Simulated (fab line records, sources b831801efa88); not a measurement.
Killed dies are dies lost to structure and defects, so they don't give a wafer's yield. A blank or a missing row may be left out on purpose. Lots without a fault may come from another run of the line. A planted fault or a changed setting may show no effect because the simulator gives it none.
One fault seen from 2 desks | flow sfq_line | each desk has only its own numbers; what lay behind them comes last

THE TOOL OWNER'S DESK: rie_metal-03
The tool's own readings at SFQ_TRILAYER_M0_BARC_OPEN_METAL_ETCH_031 (etches BARC in O2, target depth 125 nm, time 41.7 s): means of the sampled wafers that have a number, for each lot that ran on this tool. A lot is out of limits, marked OUT, if its mean lies more than 4 standard deviations from the usual mean; the brackets give that distance.
Columns: A = drypump_motor_current_A at SFQ_TRILAYER_M0_BARC_OPEN_METAL_ETCH_031, usual 5.6 A; B = he_backside_leak_sccm at SFQ_TRILAYER_M0_BARC_OPEN_METAL_ETCH_031, usual 3.5 sccm; C = oes_product_au at SFQ_TRILAYER_M0_BARC_OPEN_METAL_ETCH_031, usual 0.685 a.u.; D = rf_fwd_power_W at SFQ_TRILAYER_M0_BARC_OPEN_METAL_ETCH_031, usual 593.4 W
lot  | first seen here | A   | B   | C     | D
L124 | day 13 04:15    | 5.3 | 3.5 | 0.687 | 594.7
L134 | day 16 14:57    | 5.7 | 3.7 | 0.684 | 591.6
L135 | day 17 01:45    | 5.2 | 3.4 | 0.685 | 594.3
This desk's finding: nothing out of limits on any of the 3 lots.

THE METROLOGY DESK
What the gauges read, lot by lot, whatever tool the lot ran on: means of the sampled wafers that have a number. A lot is out of limits, marked OUT, if its mean lies more than 4 standard deviations from the usual mean; the brackets give that distance.
Columns: A = M0_NB_RS at SFQ_M0_RS_MEAS_904, usual 0.889 ohm/sq; B = M0_OVL at SFQ_M0_OVL_MEAS_906, usual 1 nm
lot  | first seen here | A     | B
L123 | day 8 09:02     | 0.893 | 2
L124 | day 8 18:38     | 0.897 | 6
L134 | day 11 18:08    | 0.893 | -2
L135 | day 12 02:49    | 0.878 | -3
L138 | day 13 04:01    | 0.875 | 3
L142 | day 14 05:56    | 0.886 | 4
This desk's finding: nothing out of limits on any of the 6 lots.

PUT TOGETHER
The tool owner's desk saw nothing out of limits.
The metrology desk saw nothing out of limits.

WHAT THE SIMULATOR HAD PUT IN
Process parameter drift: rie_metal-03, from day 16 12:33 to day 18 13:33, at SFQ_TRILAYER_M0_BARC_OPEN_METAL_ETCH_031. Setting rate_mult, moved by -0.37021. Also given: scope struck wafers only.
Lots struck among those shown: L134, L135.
